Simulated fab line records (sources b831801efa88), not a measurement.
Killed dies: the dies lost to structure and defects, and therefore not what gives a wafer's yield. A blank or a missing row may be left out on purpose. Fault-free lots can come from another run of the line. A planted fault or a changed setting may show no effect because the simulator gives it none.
Chamber matching | flow sky130 | SKY_VIA2_CMP_02 on cmp-02: 4 sister chambers
The step polishes SiO2. 4 wafers are shown with their chamber, then 9 later ones without.

== EACH WAFER AND ITS CHAMBER ==
wafer  | chamber | motor-current-A (A)
L076.1 | 3       | 11.2
L084.2 | 0       | 12.8
L085.1 | 1       | 11.6
L085.5 | 2       | 9.8

== WAFERS MISSING THEIR CHAMBER ==
wafer  | motor-current-A (A)
L087.3 | 11.0
L087.4 | 11.9
L087.6 | 11.6
L090.2 | 12.2
L090.5 | 10.6
L090.6 | 11.9
L092.1 | 11.3
L092.3 | 10.6
L092.4 | 12.7

== EACH ONE'S CHAMBER ==
wafer  | from the rows above          | in truth
L087.3 | can't be placed: 3 or 1      | 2
L087.4 | can't be placed: 1 or 3 or 0 | 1
L087.6 | can't be placed: 1 or 3      | 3
L090.2 | can't be placed: 1 or 0 or 3 | 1
L090.5 | can't be placed: 3 or 2 or 1 | 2
L090.6 | can't be placed: 1 or 3 or 0 | 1
L092.1 | can't be placed: 3 or 1      | 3
L092.3 | can't be placed: 3 or 2 or 1 | 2
L092.4 | 0                            | 0
1 of 9 placed correctly. Can't be placed from these rows: 8 (the true chamber is among the candidates in 7). 0 placed wrongly.
How it was worked out, from the rows above alone: a wafer's distance from a chamber is the root of the sum, over the readings, of the square of ((its reading less the chamber's mean) divided by the reading's scatter). The wafer belongs to the nearest chamber; if the next one is less than 2 further off, it can't be placed. For every chamber, the mean is computed from those of its wafers that are shown. The scatter (one wafer shown for each chamber): square how far every hidden wafer sits from the nearest shown wafer, average those squares and take the square root.
